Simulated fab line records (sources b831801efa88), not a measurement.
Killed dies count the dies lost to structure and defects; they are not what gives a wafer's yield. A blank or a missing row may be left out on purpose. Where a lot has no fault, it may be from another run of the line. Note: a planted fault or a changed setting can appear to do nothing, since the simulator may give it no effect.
fab line records | flow sky130
record: lots: 10 wafers: 30 lastDay: 48
route steps=708 shown FIELD_ISO@15 VT_ADJUST_HVTR@140 POLY_GATE@229 LI_CONTACT@376 PAD_OPEN@708
lots with no fault: from the same line, run without faults
startH: hours from the record's opening day to when the first of the lot's shown wafers began | waitH: hours since the lot's step before | " as in the row above | L1.1+2: one row covering several wafers at once | - value missing, or start not given | * or withheld: withheld | < > ~ a bound
route shown NAME@n: a module of which the file shows steps, and the number in the route of the first | usual: average and standard deviation across the fault-free wafers | same: alike in all rows | chamber/n: place in a boat | sites: the reading at each site | _std_site: standard deviation of those values | _edge_site: outer sites' mean less inner sites' | radiusMm: how far each site lies from the wafer's centre | mask NAME#n: copy n | behind: the last tool/chamber to shape the wafer | hold: why the lot was held/for how many hours/how that ended | device: transistor that didn't switch, given as n, p or np | end of line: the tests these same wafers got at the end of their route | a step with no rows: only its recipe | killed: count of dies lost to structure and defects at first sort (not the wafer's yield) | map: a wafer's dies, marking killed ones x, the rest . and places with no die _
set.NAME: the setting as run; set.NAME@STEP: as run at that earlier step | model.NAME: the simulator's own value behind a step, which no gauge read
a sample of lots followed through the steps of the route, with each step as a table and each wafer as a row
services: from which hour (startH, from the record's first day; less than 0 if before it) a tool's chamber was out of use, for how many hours, and why
== steps ==
step: SKY_FIELD_ISO_ETCH_14
recipe: chemistry: N2/H2 target: BARC ionEnergyEv: 200 sourceW: 500 biasW: 100 pressureMtorr: 30 n2FlowSccm: 100 h2FlowSccm: 200 stopOn: SiO2 timeS: 45.9 targetDepthA: 600
usual: drypumpMotorCurrentA: 5.9/0.43 oesProductAu: 0.854/0.0048 rfFwdPowerW: 494.2/2.5 throttleValvePct: 13.225/0.0092
columns lot.wafer tool chamber startH waitH drypumpMotorCurrentA oesProductAu rfFwdPowerW rfHoursCounterH throttleValvePct
L887.1 rieDiel-01 2 30.97 0.1 5.1 0.852 498.0 8 13.224
L887.2 " 0 " " 6.5 0.851 493.8 57 13.230
L887.4 " 3 " " 5.4 0.854 488.8 3 13.236
L888.2 rieDiel-04 0 33.40 0.1 6.0 0.852 497.5 10 13.216
L888.3 " 2 " " 6.4 0.858 491.3 159 13.232
L888.4 " 1 " " 6.0 0.852 492.5 25 13.204
L889.1 rieDiel-04 2 39.60 0.1 6.4 0.854 490.6 160 13.228
L889.2 " 1 " " 6.1 0.850 493.1 25 13.221
L889.6 " 0 " " 6.0 0.858 494.3 - 13.224
L890.1 rieDiel-04 1 46.66 0.1 6.1 0.852 495.8 25 13.222
L890.3 " 2 " " 6.3 0.856 492.0 160 13.222
L890.6 " 0 " " 6.0 0.856 491.0 - 13.225
L891.1 rieDiel-01 3 51.67 0.1 5.4 0.859 492.8 3 13.222
L891.5 " 2 " " 5.2 0.858 498.0 - 13.225
L891.6 " 1 " " 5.2 0.862 492.3 - 13.224
L892.3 rieDiel-02 3 54.98 0.1 6.3 0.864 495.4 152 13.229
L892.5 " 3 " " 6.3 0.846 495.6 - 13.231
L892.6 " 2 " " 6.1 0.861 494.1 - 13.228
L895.4 rieDiel-02 1 74.75 0.0 6.3 0.847 497.0 158 13.229
L895.5 " 0 " " 5.8 0.851 495.0 - 13.229
L895.6 " 1 " " 6.2 0.862 498.7 - 13.216
L896.1 rieDiel-02 2 83.55 0.1 6.1 0.851 492.5 2 13.225
L896.2 " 1 " " 6.3 0.863 497.8 158 13.241
L896.5 " 2 " " 6.0 0.854 497.2 - 13.217
L897.1 rieDiel-04 1 85.65 0.1 6.1 0.849 492.4 26 13.221
L897.4 " 2 " " 6.4 0.852 488.0 160 13.233
L897.6 " 2 " " 6.4 0.846 490.3 - 13.237
L898.3 rieDiel-01 3 86.30 0.1 5.5 0.851 491.3 4 13.219
L898.4 " 1 " " 5.2 0.858 495.9 140 13.215
L898.6 " 0 " " 6.5 0.853 494.1 - 13.231
step: SKY_VT_ADJUST_HVTR_IMPLANT_09
recipe: species: B energyKev: 10 doseCm2: 2.1e+12 tiltDeg: withheld
usual: endStationPressureTorr: 4.99e-06/2.7e-07 faradayCurrentUA: 11.87/0.22 implantIonAmu: 11/0
columns lot.wafer tool chamber startH waitH endStationPressureTorr faradayCurrentUA implantIonAmu
L887.1 implanter-04 0 205.05 0.0 5.09e-06 11.59 11
L887.2 " 0 " " 5.23e-06 11.66 11
L887.4 " 0 " " 4.58e-06 11.88 11
L888.2 implanter-04 0 205.84 0.0 5.08e-06 12.26 11
L888.3 " 0 " " 5.04e-06 11.89 11
L888.4 " 0 " " 4.68e-06 11.77 11
L889.1 implanter-04 0 219.74 0.0 4.89e-06 11.99 11
L889.2 " 0 " " 5.05e-06 12.37 11
L889.6 " 0 " " 4.6e-06 11.75 11
L890.1 implanter-01 0 245.77 0.0 5.24e-06 11.74 11
L890.3 " 0 " " 5.06e-06 12.20 11
L890.6 " 0 " " 5e-06 11.79 11
L891.1 implanter-04 0 248.14 0.0 4.98e-06 11.85 11
L891.5 " 0 " " 4.66e-06 12.02 11
L891.6 " 0 " " 5.37e-06 11.89 11
L892.3 implanter-04 0 252.10 0.1 5.1e-06 11.74 11
L892.5 " 0 " " 4.71e-06 12.09 11
L892.6 " 0 " " 4.96e-06 12.04 11
L895.4 implanter-01 0 281.93 0.1 5.07e-06 12.14 49
L895.5 " 0 " " 5.5e-06 11.82 49
L895.6 " 0 " " 4.9e-06 11.77 49
L896.1 implanter-02 0 286.27 0.0 4.66e-06 11.82 49
L896.2 " 0 " " 5.03e-06 11.84 49
L896.5 " 0 " " 4.63e-06 12.23 49
L897.1 implanter-04 0 286.89 0.0 4.71e-06 11.64 49
L897.4 " 0 " " 4.95e-06 11.78 49
L897.6 " 0 " " 4.82e-06 12.13 49
L898.3 implanter-01 0 287.50 0.1 5.03e-06 12.39 49
L898.4 " 0 " " 4.98e-06 12.05 49
L898.6 " 0 " " 4.8e-06 12.10 49
step: SKY_VT_ADJUST_HVTR_TW_MEAS_11
usual: VT_ADJUST_HVTR_TW: 210.5/2
columns lot.wafer tool chamber startH waitH VT_ADJUST_HVTR_TW
L887.1 filmMetro-02 - 205.30 0.1 208.7
L887.2 " - " " 208.7
L887.4 " - " " 208.6
L888.2 filmMetro-02 - 206.08 0.1 209.3
L888.3 " - " " 209.2
L888.4 " - " " 209.3
L889.1 filmMetro-01 - 219.99 0.1 208.2
L889.2 " - " " 207.9
L889.6 " - " " 208.4
L890.1 filmMetro-02 - 246.02 0.1 209.1
L890.3 " - " " 209.5
L890.6 " - " " 209.1
L891.1 filmMetro-02 - 248.39 0.1 209.1
L891.5 " - " " 209.1
L891.6 " - " " 209.7
L892.3 filmMetro-01 - 252.32 0.1 207.7
L892.5 " - " " 210.3
L892.6 " - " " 209.8
L895.4 filmMetro-01 - 282.13 0.1 305.8
L895.5 " - " " 305.7
L895.6 " - " " 306.1
L896.1 filmMetro-01 - 286.52 0.1 305.2
L896.2 " - " " 305.6
L896.5 " - " " 304.8
L897.1 filmMetro-01 - 287.14 0.1 303.9
L897.4 " - " " 304.4
L897.6 " - " " 303.3
L898.3 filmMetro-01 - 287.72 0.1 305.8
L898.4 " - " " 305.3
L898.6 " - " " 305.9
step: SKY_POLY_GATE_ETCH_15
recipe: chemistry: N2/H2 target: BARC ionEnergyEv: 200 sourceW: 500 biasW: 100 pressureMtorr: 30 n2FlowSccm: 100 h2FlowSccm: 200 stopOn: SiO2 timeS: 118.5 targetDepthA: 1100
usual: drypumpMotorCurrentA: 5.6/0.57 oesProductAu: 0.716/0.0041 rfFwdPowerW: 497.0/1.9 throttleValvePct: 13.214/0.0076
columns lot.wafer tool chamber startH waitH drypumpMotorCurrentA oesProductAu rfFwdPowerW rfHoursCounterH throttleValvePct
L887.1 rieDiel-03 3 366.87 0.0 6.0 0.714 494.4 18 13.221
L887.2 " 0 " " 4.7 0.724 498.4 6 13.229
L887.4 " 1 " " 4.7 0.717 496.5 78 13.219
L888.2 rieDiel-04 2 371.14 0.0 6.3 0.712 493.9 4 13.206
L888.3 " 0 " " 6.0 0.719 499.8 16 13.204
L888.4 " 3 " " 5.8 0.713 500.2 7 13.215
L889.1 rieDiel-01 2 388.44 0.0 5.2 0.722 501.1 16 13.213
L889.2 " 0 " " 6.5 0.716 497.8 65 13.220
L889.6 " 1 " " 5.2 0.716 499.0 - 13.201
L890.1 rieDiel-01 2 419.31 0.0 5.2 0.717 494.8 16 13.202
L890.3 " 1 " " 5.2 0.715 498.7 3 13.221
L890.6 " 3 " " 5.4 0.714 496.1 - 13.217
L891.1 rieDiel-04 1 424.66 0.0 6.1 0.718 499.2 32 13.228
L891.5 " 1 " " 6.0 0.713 494.8 - 13.219
L891.6 " 2 " " 6.4 0.719 491.8 - 13.218
L892.3 rieDiel-04 3 437.64 0.0 5.8 0.720 491.9 9 13.211
L892.5 " 2 " " 6.3 0.710 496.8 - 13.209
L892.6 " 1 " " 6.0 0.721 495.7 - 13.198
L895.4 rieDiel-04 0 466.04 0.0 6.0 0.720 496.9 18 13.204
L895.5 " 3 " " 5.8 0.718 495.2 - 13.210
L895.6 " 2 " " 6.4 0.716 498.6 - 13.214
L897.1 rieDiel-01 1 471.81 0.0 5.2 0.720 499.1 4 13.214
L897.4 " 0 " " 6.5 0.712 496.7 67 13.214
L897.6 " 2 " " 5.1 0.712 498.8 - 13.205
L896.1 rieDiel-03 3 473.14 0.0 6.0 0.712 497.7 20 13.226
L896.2 " 1 " " 4.7 0.715 495.1 80 13.210
L896.5 " 0 " " 4.7 0.723 498.3 - 13.231
L898.3 rieDiel-01 0 473.36 0.0 6.5 0.724 497.5 67 13.200
L898.4 " 2 " " 5.1 0.714 498.6 18 13.218
L898.6 " 2 " " 5.2 0.721 497.3 - 13.230
step: SKY_LI_CONTACT_ETCH_14
recipe: chemistry: N2/H2 target: BARC ionEnergyEv: 200 sourceW: 500 biasW: 102.8 pressureMtorr: 30 n2FlowSccm: 100 h2FlowSccm: 200 stopOn: SiO2 timeS: 45.9 targetDepthA: 600
usual: drypumpMotorCurrentA: 5.8/0.56 oesProductAu: 0.855/0.0044 rfFwdPowerW: 494.6/2.4 throttleValvePct: 13.224/0.0095
columns lot.wafer tool chamber startH waitH drypumpMotorCurrentA oesProductAu rfFwdPowerW rfHoursCounterH throttleValvePct
L887.1 rieDiel-03 3 678.29 0.0 5.9 0.858 494.7 25 13.231
L887.2 " 0 " " 4.7 0.859 494.5 13 13.220
L887.4 " 2 " " 5.5 0.862 491.5 7 13.219
L888.2 rieDiel-02 1 683.10 0.0 6.3 0.859 499.6 8 13.218
L888.3 " 3 " " 6.3 0.853 493.1 8 13.217
L888.4 " 2 " " 6.1 0.860 492.7 11 13.224
L889.1 rieDiel-02 0 696.36 0.0 5.8 0.855 495.0 3 13.218
L889.2 " 3 " " 6.3 0.854 492.6 8 13.226
L889.6 " 2 " " 6.1 0.850 494.1 - 13.217
L890.1 rieDiel-02 3 719.65 0.0 6.3 0.861 493.5 9 13.233
L890.3 " 0 " " 5.8 0.852 494.2 3 13.228
L890.6 " 3 " " 6.3 0.858 494.4 - 13.219
L891.1 rieDiel-04 2 728.84 0.0 6.3 0.853 492.4 11 13.213
L891.5 " 0 " " 6.0 0.856 493.1 - 13.235
L891.6 " 1 " " 6.0 0.846 492.7 - 13.221
L892.3 rieDiel-02 2 739.75 0.0 6.1 0.852 489.8 13 13.216
L892.5 " 0 " " 5.8 0.861 494.1 - 13.233
L892.6 " 1 " " 6.3 0.851 497.6 - 13.224
L895.4 rieDiel-02 0 764.71 0.0 5.8 0.851 494.4 4 13.233
L895.5 " 3 " " 6.3 0.855 493.2 - 13.242
L895.6 " 2 " " 6.1 0.855 492.8 - 13.225
L897.1 rieDiel-03 1 768.94 0.0 4.7 0.861 494.2 5 13.230
L897.4 " 3 " " 6.0 0.855 494.5 27 13.226
L897.6 " 3 " " 6.0 0.852 492.0 - 13.221
L896.1 rieDiel-03 2 774.59 0.0 5.5 0.853 491.5 9 13.225
L896.2 " 1 " " 4.7 0.854 494.8 5 13.244
L896.5 " 3 " " 5.9 0.861 494.9 - 13.223
L898.3 rieDiel-02 0 776.00 0.0 5.8 0.852 494.7 5 13.229
L898.4 " 3 " " 6.3 0.849 493.4 10 13.225
L898.6 " 1 " " 6.3 0.849 498.1 - 13.224
step: SKY_PAD_OPEN_PROBE_99
usual: killed_at_M0_to_M3: 43/6.9 killed_at_M4_up: 3.0/1.8 killedAtContacts: 24/4.8 killedAtFrontEnd: 15/4.5 killedAtOther: 0.4/0.67 killedDies: 86/9.2 killedOpen: 46/6.9 killedShort: 39/6
same: grossDies: 492 killedAtBackSide: 0
columns lot.wafer tool chamber startH waitH killed_at_M0_to_M3 killed_at_M4_up killedAtContacts killedAtFrontEnd killedAtOther killedDies killedOpen killedShort
L896.2 prober-02 - 1145.94 0.1 38 2 32 17 1 90 55 35
killed by level:class
L896.2 CONTACT:geometricParticle:open=13 VIA1:geometricParticle:open=11 LI_CONTACT:geometricParticle:open=9 VIA3:geometricParticle:open=9 METAL2:geometricParticle:short=5 FIELD_ISO:geometricParticle:open=4 POLY_GATE:geometricParticle:short=4 POLY_GATE:geometricParticle:open=4
== services ==
columns tool chamber startH hours kind
rieDiel-02 1 32.65 2.4 repair
rieDiel-01 0 39.24 1.2 repair
rieDiel-04 - 40.14 0.4 repair
rieDiel-01 - 67.05 2.8 pm
rieDiel-02 3 77.12 8.1 repair
rieDiel-01 - 149.55 0.2 repair
rieDiel-01 - 150.11 0.4 repair
rieDiel-04 2 208.29 2.0 repair
rieDiel-02 1 293.70 11.0 repair
rieDiel-04 0 301.19 5.1 repair
rieDiel-02 2 380.49 4.1 repair
rieDiel-04 3 423.10 9.9 repair
rieDiel-04 1 441.52 4.9 repair
rieDiel-02 3 445.83 1.7 repair
rieDiel-02 - 467.28 28.1 pm
rieDiel-04 1 507.08 10.8 repair
rieDiel-04 - 549.27 2.6 repair
rieDiel-04 3 582.28 2.1 repair
rieDiel-02 0 620.48 5.9 repair
rieDiel-02 - 624.16 0.4 repair
rieDiel-02 - 679.45 2.8 pm
rieDiel-02 2 683.76 1.4 repair
rieDiel-04 3 701.75 15.0 repair
rieDiel-04 2 741.33 10.3 repair
== key ==
firstSign: step: SKY_VT_ADJUST_HVTR_IMPLANT_09 reading: implantIonAmu direction: up sigmas: 99+ usual: 11 struck: 49
effect: step: SKY_VT_ADJUST_HVTR_TW_MEAS_11 reading: VT_ADJUST_HVTR_TW direction: up sigmas: 47 usual: 210.5 struck: 305.2
metAt SKY_VT_ADJUST_HVTR_IMPLANT_09
struckLots L895,L896,L897,L898
testerLeftOut L895,L896,L897,L898
loopTrim: step: SKY_POLY_GATE_EXPOSE_10 setting: dose lots: L896
notActingAt SKY_FIELD_ISO_ETCH_14,SKY_POLY_GATE_ETCH_15,SKY_LI_CONTACT_ETCH_14
onsetBetween 252.10 281.93
fault: kind: wrongRecipeDownload tool: implanter-01,implanter-02,implanter-04 chamber: - onsetH: 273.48 steps: SKY_VT_ADJUST_HVTR_IMPLANT_09 wrongRecipe.notListed: 1
testerLeftOut: of these lots the tester's yield and bins aren't shown, on N5 and GAA mostly nor the transistor test; their killed dies are dies lost to structure and defects alone, not to doping, threshold or leakage, so they don't give the yield
loopTrim: a control loop set the setting to another value than it would have without faults
